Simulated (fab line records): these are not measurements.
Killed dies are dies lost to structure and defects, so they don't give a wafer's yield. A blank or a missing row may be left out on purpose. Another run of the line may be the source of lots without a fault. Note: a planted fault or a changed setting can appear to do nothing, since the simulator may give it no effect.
Chamber matching + flow gf180mcu + cmp-02 running GF_V2_CMP_26: 4 sister chambers
The step polishes, stops on SiO2, t overpolish 15 s, target thk 0 nm. 18 wafers are shown with their chamber, then 9 later ones without.

WAFERS, EACH WITH ITS CHAMBER
| wafer  | chamber | motor_current_A (A) | overpolish_run_s (s) | slurry_filter_dp_kPa (kPa) |
|--------|---------|---------------------|----------------------|----------------------------|
| L953.3 | 2       | 11.6                | 15.009               | 13.52                      |
| L953.4 | 3       | 12.1                | 15.002               | 13.61                      |
| L953.6 | 2       | 11.3                | 15.003               | 13.55                      |
| L954.1 | 2       | 11.6                | 15.003               | 13.12                      |
| L954.5 | 3       | 11.7                | 15.007               | 13.48                      |
| L954.6 | 2       | 11.4                | 14.990               | 13.26                      |
| L955.2 | 0       | 9.4                 | 15.004               | 13.44                      |
| L955.3 | 1       | 11.5                | 14.991               | 13.33                      |
| L955.6 | 0       | 9.6                 | 15.002               | 13.57                      |
| L962.1 | 0       | 9.8                 | 15.002               | 13.45                      |
| L962.3 | 1       | 11.7                | 15.016               | 13.48                      |
| L962.5 | 1       | 12.0                | 14.981               | 13.47                      |
| L968.3 | 0       | 10.1                | 14.995               | 13.52                      |
| L968.5 | 1       | 11.3                | 14.996               | 13.34                      |
| L968.6 | 2       | 11.3                | 15.003               | 13.42                      |
| L973.2 | 0       | 10.3                | 15.007               | 13.72                      |
| L973.3 | 1       | 11.0                | 14.995               | 13.45                      |
| L973.4 | 2       | 11.2                | 15.002               | 13.78                      |

SIGNATURES (averages over the wafers above)
| reading              | chamber 0 | chamber 1 | chamber 2 | chamber 3 | scatter within a chamber |
|----------------------|-----------|-----------|-----------|-----------|--------------------------|
| motor_current_A      | 9.840     | 11.500    | 11.400    | 11.900    | 0.308                    |
| overpolish_run_s     | 15.00200  | 14.99580  | 15.00167  | 15.00450  | 0.00818                  |
| slurry_filter_dp_kPa | 13.5400   | 13.4140   | 13.4417   | 13.5450   | 0.158                    |
Rule: a wafer lies at a distance from a chamber equal to the root of the sum of squares, over the readings, of (its reading less the chamber's mean, divided by the reading's scatter). The wafer belongs to the nearest chamber; if the next one is less than 2 further off, it can't be placed. The scatter: the root of (the sum of the squares of (reading less its chamber's mean) over the shown wafers, divided by (wafers less chambers)).

WAFERS MISSING THEIR CHAMBER
| wafer  | motor_current_A (A) | overpolish_run_s (s) | slurry_filter_dp_kPa (kPa) |
|--------|---------------------|----------------------|----------------------------|
| L974.2 | 11.5                | 15.002               | 13.45                      |
| L974.4 | 10.2                | 14.997               | 13.51                      |
| L974.6 | 11.2                | 14.983               | 13.34                      |
| L975.2 | 10.2                | 15.009               | 13.34                      |
| L975.3 | 11.5                | 15.011               | 13.55                      |
| L975.5 | 10.5                | 14.993               | 13.38                      |
| L976.1 | 9.7                 | 15.007               | 13.67                      |
| L976.3 | 11.3                | 14.996               | 13.50                      |
| L976.6 | 11.6                | 15.013               | 13.42                      |

THE CHAMBER EACH PASSED THROUGH
| wafer  | from the rows above          | in truth |
|--------|------------------------------|----------|
| L974.2 | can't be placed: 2 or 1 or 3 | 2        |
| L974.4 | 0                            | 0        |
| L974.6 | can't be placed: 1 or 2 or 3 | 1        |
| L975.2 | 0                            | 0        |
| L975.3 | can't be placed: 2 or 3 or 1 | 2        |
| L975.5 | can't be placed: 0 or 2 or 1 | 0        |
| L976.1 | 0                            | 0        |
| L976.3 | can't be placed: 1 or 2 or 3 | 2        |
| L976.6 | can't be placed: 2 or 3 or 1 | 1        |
Placed correctly: 3 of 9. These rows do not allow placing 6 (true chamber among the candidates in 6). Number placed wrongly: 0.
